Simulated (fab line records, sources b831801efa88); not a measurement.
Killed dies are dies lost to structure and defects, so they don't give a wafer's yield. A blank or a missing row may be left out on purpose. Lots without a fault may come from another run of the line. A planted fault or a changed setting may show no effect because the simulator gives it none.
A struck lot beside a sound one | flow sky130 | 17 steps out of a route of 708
Sound: wafers L394.1, L394.4, L394.6. Struck: wafers L385.4, L385.5, L385.6. The cause comes at the end.
At each step with rows: each side's tool, then ch and its chambers, then its first start. Under that, the readings that differ: sound wafers | struck wafers | difference of the means | sigmas: that difference in standard deviations of wafers without a fault.
alike: readings whose means differ by less than 2 such deviations, and words and numbers that are the same on both sides. not compared: withheld readings, readings that some wafer has no value for, bounds like >300 that may hide the same value, and numbers for which the record gives no deviation and whose values overlap.
The two part at a step that has a row with sigmas, a row that says differs or no value, or rows on one side only. Numbers that don't overlap but have no deviation are shown without sigmas and don't part them. A reading that every wafer of one side lacks parts them only if that side has two wafers or more.

SKY_VT_ADJUST_LVTN_OVL_MEAS_07:
  sound on overlay-02, day 11 17:11; struck on overlay-01, day 9 06:51
  alike: VT_ADJUST_LVTN_OVL
then, 1 step without rows for these wafers: SKY_VT_ADJUST_LVTN_IMPLANT_08.
SKY_VT_ADJUST_LVTN_STRIP_09: strips in O2/N2.
  sound on plasma_asher-01 ch 0, day 11 17:22; struck on plasma_asher-04 ch 0,1, day 9 07:03
  alike: drypump_motor_current_A, oes_product_au, strip_time_to_endpoint_s
  not compared: rf_hours_counter_h
SKY_VT_ADJUST_LVTN_TW_MEAS_10:
  sound on film_metro-02, day 11 17:28; struck on film_metro-01, day 9 07:08
  alike: VT_ADJUST_LVTN_TW
then, 7 steps without rows for these wafers: SKY_VT_ADJUST_LVTN_DEHYDRATE_11 (time 60 s); SKY_VT_ADJUST_LVTN_HMDS_12 (prime time 60 s); SKY_VT_ADJUST_LVTN_COAT_13 (resist thk 1140 nm); SKY_VT_ADJUST_LVTN_SOFTBAKE_14 (time 60 s); SKY_VT_ADJUST_LVTN_EXPOSE_15 (exposes mask HVN STD DERIVED, target cd 600 nm); SKY_VT_ADJUST_LVTN_PEB_16; SKY_VT_ADJUST_LVTN_DEVELOP_17 (develop time 60 s).
SKY_VT_ADJUST_LVTN_OVL_MEAS_18:
  sound on overlay-01, day 12 17:14; struck on overlay-01, day 10 04:40
  alike: VT_ADJUST_LVTN_01_OVL
SKY_VT_ADJUST_LVTN_IMPLANT_19:
  sound on implanter-01 ch 0, day 12 17:16; struck on implanter-01 ch 0, day 10 05:05
SKY_VT_ADJUST_LVTN_STRIP_20: strips in O2/N2.
  sound on plasma_asher-04 ch 0,1, day 12 17:25; struck on plasma_asher-03 ch 0,1, day 10 05:11
  alike: drypump_motor_current_A, oes_product_au, strip_time_to_endpoint_s
  not compared: rf_hours_counter_h
SKY_VT_ADJUST_LVTN_TW_MEAS_21:
  sound on film_metro-02, day 12 17:31; struck on film_metro-04, day 10 05:17
  reading             | sound             | struck            | difference | sigmas
  VT_ADJUST_LVTN_2_TW | 186.9 185.7 186.9 | 231.6 231.2 230.7 | +44.7      | +16
then, 1 step without rows for these wafers: SKY_VT_ADJUST_NCORE_DEHYDRATE_00 (time 60 s).
-- the record jumps here: 38 days lie between the struck wafers' starts before and after (it left off in module VT_ADJUST_NCORE and takes up again in module PAD_OPEN, whose first step shown is number 708 of the route) --
SKY_PAD_OPEN_PROBE_99:
  sound on prober-02, day 50 15:02; struck on prober-01, day 48 09:18
  reading                                    | sound                         | struck                        | difference | sigmas
  killed_at_contacts                         | 40 22 25                      | 10 16 27                      | -11        | -2
  model.etest.nfet_16v.r_on_ohm_um           | 1.408e+04 1.419e+04 1.394e+04 | 1.442e+04 1.463e+04 1.458e+04 | +4.733e+02 |
  model.etest.res_pwell_under_gate.rs_ohm_sq | 2305 2283 2284                | 2157 2162 2172                | -127       |
  model.etest.tip_n_5v.rs_ohm_sq             | 1396 1404 1388                | 1427 1426 1414                | +26        |
  model.etest.nfet_g5v0d10v5.drive_ua_um     | 598.1 603.9 600               | 596.3 593 589                 | -7.9       |
  model.etest.nfet_16v.drive_ua_um           | 221.1 219.3 222               | 215.9 210.1 208.8             | -9.2       |
  model.etest.pfet_16v.drive_ua_um           | 241.8 238.7 242.6             | 254.9 254.1 253.9             | +13.3      |
  alike: killed_at_M0_to_M3, killed_at_M4_up, killed_at_front_end, killed_at_other, killed_dies, killed_open, killed_short
  not compared: model.etest.nfet_g5v0d10v5.r_on_ohm_um, model.etest.ring_5v.delay_ps

WHERE THEY PART
First at SKY_VT_ADJUST_LVTN_TW_MEAS_21; last, within this record, at SKY_PAD_OPEN_PROBE_99.

WHY: what the simulator had put in
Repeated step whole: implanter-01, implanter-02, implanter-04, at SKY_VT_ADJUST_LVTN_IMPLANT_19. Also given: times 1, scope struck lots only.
